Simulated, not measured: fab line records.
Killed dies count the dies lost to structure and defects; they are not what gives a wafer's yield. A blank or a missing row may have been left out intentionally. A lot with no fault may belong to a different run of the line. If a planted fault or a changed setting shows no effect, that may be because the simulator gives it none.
fab line records + flow sky130
record
- lots=12
- wafers=36
- last-day=50
route steps=708 shown METAL3@564 VIA3@580 PAD_OPEN@708
lots with no fault: from the same line, run without faults
start-h: hours from the record's opening day to when the first of the lot's shown wafers began + wait-h: time in hours since the lot's previous step + " identical to the entry in the row above + L1.1+2: a single row standing in for several wafers + - value missing, or start not given + * or withheld: withheld + < > ~ a bound
route shown NAME@n: names a module that has steps shown in the file, with the first one's number in the route + usual: mean/standard deviation taken from wafers without a fault + same: alike in all rows + chamber/n: place in a boat + sites: per-site readings + _std_site: the standard deviation of these + _edge_site: inner sites' mean taken away from outer sites' mean + radius-mm: for every site, how far away it sits from the centre of the wafer + mask NAME#n: copy n + behind: the tool/chamber that last shaped the wafer + hold: what put the lot on hold/how long, in hours/how the hold closed + device: the n, p or np transistor that did not switch + end of line: at the end of the route, the tests of the same wafers + where a step has no rows: the recipe by itself + killed: the dies lost at the first sort to structure and to defects; this is not the yield of the wafer + map: the dies of a wafer, with x for killed, . for not killed, _ for no die there
set.NAME: the setting that was run; set.NAME@STEP: the one run at that earlier step + model.NAME: the simulator's own value behind a step, which no gauge read
the route's steps for a sample of lots (tables are steps, rows are wafers)
services: the hour from which a tool's chamber was out of use, counted from the record's first day as start-h (under 0 if before that day), plus the number of hours and why
## steps
# step SKY_METAL3_OVL_MEAS_14
# usual
- METAL3_OVL=2/5.2
| lot.wafer | tool       | chamber | start-h | wait-h | METAL3_OVL[nm] |
|-----------|------------|---------|---------|--------|----------------|
| L644.3    | overlay-02 | -       | 944.65  | 0.1    | 6              |
| L644.4    | "          | -       | "       | "      | 6              |
| L644.5    | "          | -       | "       | "      | 10             |
| L645.1    | overlay-02 | -       | 949.59  | 0.1    | 1              |
| L645.2    | "          | -       | "       | "      | 10             |
| L645.5    | "          | -       | "       | "      | 9              |
| L646.1    | overlay-02 | -       | 959.60  | 0.1    | -7             |
| L646.2    | "          | -       | "       | "      | 1              |
| L646.6    | "          | -       | "       | "      | 6              |
| L649.1    | overlay-01 | -       | 971.74  | 0.1    | 0              |
| L649.4    | "          | -       | "       | "      | 7              |
| L649.5    | "          | -       | "       | "      | 2              |
| L653.1    | overlay-02 | -       | 1002.65 | 0.1    | 4              |
| L653.3    | "          | -       | "       | "      | 6              |
| L653.6    | "          | -       | "       | "      | -6             |
| L654.1    | overlay-02 | -       | 1015.32 | 0.1    | 0              |
| L654.3    | "          | -       | "       | "      | 2              |
| L654.6    | "          | -       | "       | "      | 4              |
| L655.1    | overlay-01 | -       | 1028.15 | 0.1    | -6             |
| L655.2    | "          | -       | "       | "      | 7              |
| L655.4    | "          | -       | "       | "      | 6              |
| L657.2    | overlay-02 | -       | 1030.72 | 0.1    | 9              |
| L657.4    | "          | -       | "       | "      | 3              |
| L657.5    | "          | -       | "       | "      | -1             |
| L656.2    | overlay-01 | -       | 1031.15 | 0.1    | -4             |
| L656.3    | "          | -       | "       | "      | -8             |
| L656.4    | "          | -       | "       | "      | 4              |
| L659.1    | overlay-02 | -       | 1043.29 | 0.1    | 4              |
| L659.5    | "          | -       | "       | "      | 4              |
| L659.6    | "          | -       | "       | "      | 8              |
| L660.1    | overlay-02 | -       | 1052.54 | 0.1    | -2             |
| L660.2    | "          | -       | "       | "      | -2             |
| L660.4    | "          | -       | "       | "      | -5             |
| L661.3    | overlay-02 | -       | 1056.53 | 0.1    | 4              |
| L661.4    | "          | -       | "       | "      | -2             |
| L661.5    | "          | -       | "       | "      | 9              |
# step SKY_METAL3_DESCUM_15
# recipe
- chemistry=O2
- source-power-w=150
- bias-power-w=0
- pressure-mtorr=10
- temp-c=40
- time-s=8
# usual
- drypump-motor-current-A=5.3/0.31
- oes-product-au=1.000/0.0069
- temp-c=39.99/0.1
| lot.wafer | tool         | chamber | start-h | wait-h | drypump-motor-current-A | oes-product-au | rf-hours-counter-h | temp-c |
|-----------|--------------|---------|---------|--------|-------------------------|----------------|--------------------|--------|
| L644.3    | rie-metal-02 | 0       | 944.70  | 0.0    | 5.1                     | 1.000          | -                  | 39.91  |
| L644.4    | "            | 0       | "       | "      | 5.1                     | 1.004          | -                  | 39.80  |
| L644.5    | "            | 0       | "       | "      | 5.1                     | 0.991          | -                  | 39.95  |
| L645.1    | rie-metal-01 | 0       | 949.63  | 0.0    | 5.8                     | 1.000          | 16                 | 40.00  |
| L645.2    | "            | 1       | "       | "      | 5.3                     | 0.991          | 12                 | 40.01  |
| L645.5    | "            | 0       | "       | "      | 5.8                     | 1.008          | -                  | 40.16  |
| L646.1    | rie-metal-01 | 1       | 959.64  | 0.0    | 5.3                     | 0.996          | 12                 | 40.00  |
| L646.2    | "            | 0       | "       | "      | 5.8                     | 0.997          | 16                 | 40.01  |
| L646.6    | "            | 1       | "       | "      | 5.3                     | 0.996          | -                  | 39.80  |
| L649.1    | rie-metal-04 | 0       | 971.78  | 0.0    | 4.9                     | 0.993          | 3                  | 40.06  |
| L649.4    | "            | 1       | "       | "      | 5.7                     | 0.989          | -                  | 39.98  |
| L649.5    | "            | 0       | "       | "      | 4.8                     | 0.996          | -                  | 39.88  |
| L653.1    | rie-metal-01 | 0       | 1002.69 | 0.0    | 5.8                     | 1.009          | 18                 | 39.93  |
| L653.3    | "            | 0       | "       | "      | 5.8                     | 1.010          | -                  | 40.00  |
| L653.6    | "            | 0       | "       | "      | 5.8                     | 1.010          | -                  | 40.05  |
| L654.1    | rie-metal-04 | 1       | 1015.35 | 0.0    | 5.7                     | 0.995          | 4                  | 39.86  |
| L654.3    | "            | 1       | "       | "      | 5.7                     | 0.989          | -                  | 39.94  |
| L654.6    | "            | 0       | "       | "      | 4.8                     | 0.986          | -                  | 39.98  |
| L655.1    | rie-metal-02 | 0       | 1028.19 | 0.0    | 5.1                     | 1.002          | 18                 | 40.05  |
| L655.2    | "            | 1       | "       | "      | 5.5                     | 1.005          | 4                  | 39.96  |
| L655.4    | "            | 1       | "       | "      | 5.5                     | 1.010          | -                  | 39.81  |
| L657.2    | rie-metal-04 | 0       | 1030.75 | 0.0    | 4.9                     | 1.002          | 7                  | 40.10  |
| L657.4    | "            | 1       | "       | "      | 5.7                     | 1.002          | -                  | 39.97  |
| L657.5    | "            | 1       | "       | "      | 5.7                     | 1.003          | -                  | 39.98  |
| L656.2    | rie-metal-02 | 1       | 1031.18 | 0.0    | 5.4                     | 0.998          | 4                  | 40.21  |
| L656.3    | "            | 0       | "       | "      | 5.1                     | 0.992          | -                  | 40.07  |
| L656.4    | "            | 1       | "       | "      | 5.4                     | 1.008          | -                  | 39.98  |
| L659.1    | rie-metal-02 | 1       | 1043.33 | 0.0    | 5.4                     | 1.006          | 5                  | 40.13  |
| L659.5    | "            | 1       | "       | "      | 5.5                     | 1.007          | -                  | 40.06  |
| L659.6    | "            | 0       | "       | "      | 5.1                     | 0.991          | -                  | 40.22  |
| L660.1    | rie-metal-02 | 1       | 1052.58 | 0.0    | 5.5                     | 1.012          | 6                  | 39.90  |
| L660.2    | "            | 0       | "       | "      | 5.1                     | 0.990          | 20                 | 39.98  |
| L660.4    | "            | 1       | "       | "      | 5.4                     | 1.006          | -                  | 39.91  |
| L661.3    | rie-metal-02 | 0       | 1056.57 | 0.0    | 5.1                     | 0.991          | -                  | 40.19  |
| L661.4    | "            | 1       | "       | "      | 5.5                     | 1.003          | -                  | 39.96  |
| L661.5    | "            | 1       | "       | "      | 5.4                     | 1.001          | -                  | 40.02  |
# step SKY_VIA3_COAT_07
# recipe
- resist=KrF-thick
- spin-rpm=3000
- resist-thk-nm=450
| lot.wafer  | tool           | chamber | start-h | wait-h |
|------------|----------------|---------|---------|--------|
| L644.3+4+5 | litho-track-02 | 0       | 958     | -      |
| L645.1+2+5 | litho-track-04 | 0       | 962     | -      |
| L646.1+2+6 | litho-track-02 | 0       | 972     | -      |
| L649.1+4+5 | litho-track-02 | 0       | 984     | -      |
| L653.1+3+6 | litho-track-03 | 0       | 1014    | -      |
| L654.1+3+6 | litho-track-04 | 0       | 1028    | -      |
| L655.1+2+4 | litho-track-03 | 0       | 1040    | -      |
| L657.2+4+5 | litho-track-02 | 0       | 1043    | -      |
| L656.2+3+4 | litho-track-04 | 0       | 1043    | -      |
| L659.1+5+6 | litho-track-03 | 0       | 1056    | -      |
| L660.1+2+4 | litho-track-02 | 0       | 1063    | -      |
| L661.3+4+5 | litho-track-02 | 0       | 1068    | -      |
# step SKY_VIA3_STRIP_16
# recipe
- chemistry=O2/N2
- power-w=1400
- pressure-mtorr=1500
- platen-temp-c=withheld
- o2-flow-sccm=3000
- n2-flow-sccm=300
- overash-fraction=0.5
# usual
- drypump-motor-current-A=6.0/0.41
- oes-product-au=0.403/0.0046
- strip-time-to-endpoint-s=4.133/0.023
| lot.wafer | tool            | chamber | start-h | wait-h | drypump-motor-current-A | oes-product-au | rf-hours-counter-h | strip-time-to-endpoint-s |
|-----------|-----------------|---------|---------|--------|-------------------------|----------------|--------------------|--------------------------|
| L644.3    | plasma-asher-02 | 0       | 971.14  | 0.1    | 6.0                     | 0.410          | -                  | 4.155                    |
| L644.4    | "               | 1       | "       | "      | 6.1                     | 0.401          | -                  | 4.118                    |
| L644.5    | "               | 0       | "       | "      | 6.0                     | 0.402          | -                  | 4.144                    |
| L645.1    | plasma-asher-02 | 0       | 975.81  | 0.0    | 6.0                     | 0.407          | 83                 | 4.140                    |
| L645.2    | "               | 1       | "       | "      | 6.2                     | 0.398          | 83                 | 4.139                    |
| L645.5    | "               | 1       | "       | "      | 6.2                     | 0.404          | -                  | 4.118                    |
| L646.1    | plasma-asher-03 | 1       | 985.23  | 0.0    | 6.0                     | 0.409          | 112                | 4.208                    |
| L646.2    | "               | 0       | "       | "      | 6.4                     | 0.404          | 112                | 4.244                    |
| L646.6    | "               | 0       | "       | "      | 6.5                     | 0.409          | -                  | 4.193                    |
| L649.1    | plasma-asher-03 | 1       | 996.96  | 0.0    | 6.1                     | 0.409          | 113                | 4.254                    |
| L649.4    | "               | 0       | "       | "      | 6.4                     | 0.398          | -                  | 4.218                    |
| L649.5    | "               | 0       | "       | "      | 6.4                     | 0.399          | -                  | 4.247                    |
| L653.1    | plasma-asher-01 | 1       | 1026.63 | 0.0    | 6.1                     | 0.404          | 28                 | 4.117                    |
| L653.3    | "               | 1       | "       | "      | 6.1                     | 0.393          | -                  | 4.130                    |
| L653.6    | "               | 0       | "       | "      | 5.2                     | 0.400          | -                  | 4.136                    |
| L654.1    | plasma-asher-01 | 1       | 1039.18 | 0.0    | 6.1                     | 0.397          | 30                 | 4.111                    |
| L654.3    | "               | 1       | "       | "      | 6.1                     | 0.400          | -                  | 4.141                    |
| L654.6    | "               | 1       | "       | "      | 6.1                     | 0.409          | -                  | 4.126                    |
| L655.1    | plasma-asher-02 | 1       | 1052.96 | 0.0    | 6.2                     | 0.399          | 91                 | 4.172                    |
| L655.2    | "               | 0       | "       | "      | 6.0                     | 0.399          | 91                 | 4.113                    |
| L655.4    | "               | 1       | "       | "      | 6.2                     | 0.404          | -                  | 4.150                    |
| L657.2    | plasma-asher-02 | 1       | 1054.23 | 0.0    | 6.1                     | 0.407          | 91                 | 4.148                    |
| L657.4    | "               | 0       | "       | "      | 5.9                     | 0.397          | -                  | 4.111                    |
| L657.5    | "               | 1       | "       | "      | 6.1                     | 0.400          | -                  | 4.126                    |
| L656.2    | plasma-asher-01 | 0       | 1054.81 | 0.0    | 5.1                     | 0.405          | 31                 | 4.166                    |
| L656.3    | "               | 1       | "       | "      | 6.0                     | 0.408          | -                  | 4.143                    |
| L656.4    | "               | 0       | "       | "      | 5.1                     | 0.404          | -                  | 4.104                    |
| L659.1    | plasma-asher-01 | 1       | 1067.21 | 0.0    | 6.1                     | 0.399          | 33                 | 4.148                    |
| L659.5    | "               | 0       | "       | "      | 5.1                     | 0.394          | -                  | 4.150                    |
| L659.6    | "               | 1       | "       | "      | 6.1                     | 0.402          | -                  | 4.148                    |
| L660.1    | plasma-asher-03 | 1       | 1075.61 | 0.0    | 6.1                     | 0.407          | 1                  | 4.122                    |
| L660.2    | "               | 0       | "       | "      | 6.4                     | 0.404          | 1                  | 4.160                    |
| L660.4    | "               | 0       | "       | "      | 6.5                     | 0.395          | -                  | 4.110                    |
| L661.3    | plasma-asher-02 | 1       | 1079.14 | 0.1    | 6.1                     | 0.407          | -                  | 4.124                    |
| L661.4    | "               | 0       | "       | "      | 6.0                     | 0.410          | -                  | 4.188                    |
| L661.5    | "               | 0       | "       | "      | 6.0                     | 0.400          | -                  | 4.157                    |
# step SKY_VIA3_THK_MEAS_23
# recipe
- thk-meas-gauge=xrf
- reads=W_of_VIA3_CVD_21
# usual
- VIA3_W_THK=395/8.3
| lot.wafer | tool          | chamber | start-h | wait-h | VIA3_W_THK[nm] |
|-----------|---------------|---------|---------|--------|----------------|
| L644.3    | film-metro-01 | -       | 972.03  | 0.1    | 398            |
| L644.4    | "             | -       | "       | "      | 395            |
| L644.5    | "             | -       | "       | "      | 392            |
| L645.1    | film-metro-02 | -       | 976.70  | 0.1    | 394            |
| L645.2    | "             | -       | "       | "      | 383            |
| L645.5    | "             | -       | "       | "      | 385            |
| L646.1    | film-metro-03 | -       | 986.13  | 0.1    | 394            |
| L646.2    | "             | -       | "       | "      | 408            |
| L646.6    | "             | -       | "       | "      | 395            |
| L649.1    | film-metro-01 | -       | 997.89  | 0.1    | 403            |
| L649.4    | "             | -       | "       | "      | 389            |
| L649.5    | "             | -       | "       | "      | 404            |
| L653.1    | film-metro-03 | -       | 1027.62 | 0.1    | 384            |
| L653.3    | "             | -       | "       | "      | 392            |
| L653.6    | "             | -       | "       | "      | 408            |
| L654.1    | film-metro-02 | -       | 1040.12 | 0.1    | 411            |
| L654.3    | "             | -       | "       | "      | 389            |
| L654.6    | "             | -       | "       | "      | 405            |
| L655.1    | film-metro-01 | -       | 1053.85 | 0.1    | 401            |
| L655.2    | "             | -       | "       | "      | 389            |
| L655.4    | "             | -       | "       | "      | 391            |
| L657.2    | film-metro-03 | -       | 1055.14 | 0.1    | 390            |
| L657.4    | "             | -       | "       | "      | 390            |
| L657.5    | "             | -       | "       | "      | 398            |
| L656.2    | film-metro-01 | -       | 1055.72 | 0.1    | 385            |
| L656.3    | "             | -       | "       | "      | 389            |
| L656.4    | "             | -       | "       | "      | 411            |
| L659.1    | film-metro-02 | -       | 1068.10 | 0.1    | 394            |
| L659.5    | "             | -       | "       | "      | 404            |
| L659.6    | "             | -       | "       | "      | 398            |
| L660.1    | film-metro-03 | -       | 1076.56 | 0.1    | 399            |
| L660.2    | "             | -       | "       | "      | 387            |
| L660.4    | "             | -       | "       | "      | 396            |
| L661.3    | film-metro-03 | -       | 1080.02 | 0.1    | 402            |
| L661.4    | "             | -       | "       | "      | 387            |
| L661.5    | "             | -       | "       | "      | 389            |
# step SKY_PAD_OPEN_PROBE_99
# usual
- defect-limited-yield=82.0/2.1
- killed_at_M0_to_M3=45/7
- killed_at_M4_up=3.4/1.8
- killed-at-contacts=24/5.4
- killed-at-front-end=16/4.8
- killed-at-other=0.4/0.62
- killed-dies=89/10
- killed-open=48/7.2
- killed-short=40/6.3
- sort_bin_3_pad_short=0.9/0.39
- sort_bin_5_function=10.7/1.5
- sort_bin_6_memory=6.4/1.1
- sort-n-pass=403/10
- sort-yield-pct=82.0/2.1
# same
- gross-dies=492
- killed-at-back-side=0
- sort_bin_4_leakage[%]=0
- sort_bin_8_speed[%]=0
| lot.wafer | tool      | chamber | start-h | wait-h | defect-limited-yield[%] | killed_at_M0_to_M3 | killed_at_M4_up | killed-at-contacts | killed-at-front-end | killed-at-other | killed-dies | killed-open | killed-short | sort_bin_3_pad_short[%] | sort_bin_5_function[%] | sort_bin_6_memory[%] | sort-n-pass | sort-yield-pct[%] |
|-----------|-----------|---------|---------|--------|-------------------------|--------------------|-----------------|--------------------|---------------------|-----------------|-------------|-------------|--------------|-------------------------|------------------------|----------------------|-------------|-------------------|
| L655.1    | prober-01 | -       | 1176.77 | 0.1    | 79.3                    | 52                 | 5               | 32                 | 13                  | 0               | 102         | 58          | 44           | 1.2                     | 13.4                   | 6.1                  | 390         | 79.3              |
| L655.2    | prober-01 | -       | 1176.82 | 0.1    | 78.7                    | 49                 | 4               | 23                 | 29                  | 0               | 105         | 56          | 49           | 1.0                     | 13.0                   | 7.3                  | 387         | 78.7              |
| L655.4    | prober-01 | -       | 1176.92 | 0.2    | 83.1                    | 44                 | 5               | 17                 | 15                  | 2               | 83          | 51          | 30           | 1.0                     | 10.0                   | 5.9                  | 409         | 83.1              |
# killed by level:class
L655.1 VIA1:geometric-particle:open=15 LOCAL_INTERCONNECT:geometric-particle:short=9 VIA3:geometric-particle:open=8 CONTACT:geometric-particle:open=7 METAL1:geometric-particle:short=7 LI_CONTACT:geometric-particle:open=6 VIA2:geometric-particle:open=6 POLY_GATE:geometric-particle:open=5
L655.2 VIA1:geometric-particle:open=13 LOCAL_INTERCONNECT:geometric-particle:short=9 FIELD_ISO:geometric-particle:open=7 POLY_GATE:geometric-particle:open=7 VIA1:geometric-particle:short=7 METAL2:geometric-particle:short=7 FIELD_ISO:geometric-particle:short=6 VIA2:geometric-particle:short=6
L655.4 VIA1:geometric-particle:open=13 VIA2:geometric-particle:open=9 CONTACT:geometric-particle:open=8 VIA3:geometric-particle:open=5 METAL1:geometric-particle:short=5 POLY_GATE:geometric-particle:open=4 POLY_GATE:geometric-particle:short=4 LI_CONTACT:geometric-particle:open=3
## services
| tool            | chamber | start-h | hours | kind                      |
|-----------------|---------|---------|-------|---------------------------|
| rie-metal-02    | 1       | 931.78  | -     | clean                     |
| rie-metal-02    | 1       | 931.78  | 15.4  | scheduled-down            |
| rie-metal-02    | 1       | 931.78  | 15.4  | vent-cycle                |
| litho-track-04  | -       | 988.04  | -     | consumable-replace:filter |
| rie-metal-01    | 0       | 1005.64 | -     | clean                     |
| rie-metal-01    | 0       | 1005.64 | 21.3  | scheduled-down            |
| rie-metal-01    | 0       | 1005.64 | 21.3  | vent-cycle                |
| rie-metal-01    | 1       | 1027.66 | 45.5  | repair                    |
| plasma-asher-03 | -       | 1055.25 | 9.0   | pm                        |
| plasma-asher-03 | 0       | 1055.25 | 9.0   | vent-cycle                |
| plasma-asher-03 | 1       | 1055.25 | 9.0   | vent-cycle                |
| plasma-asher-03 | 0       | 1064.25 | -     | clean                     |
| plasma-asher-03 | 1       | 1064.25 | -     | clean                     |
## key
first-sign
- step=SKY_VIA3_STRIP_16
- reading=strip-time-to-endpoint-s
- direction=up
- sigmas=4.2
- usual=*
- struck=*
effect none on later readings
met-at SKY_VIA3_COAT_07
struck-lots L646,L649
not-acting-at SKY_METAL3_OVL_MEAS_14,SKY_METAL3_DESCUM_15,SKY_VIA3_THK_MEAS_23
onset-between 958 972
fault
- kind=process-parameter-drift
- tool=litho-track-02
- chamber=-
- onset-h=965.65
- steps=SKY_VIA3_COAT_07
- channel=resist-thk-nm
- offset=8.9526
- shape=step
- end-h=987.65
- acts-in=these-recipes-only
- stated=450
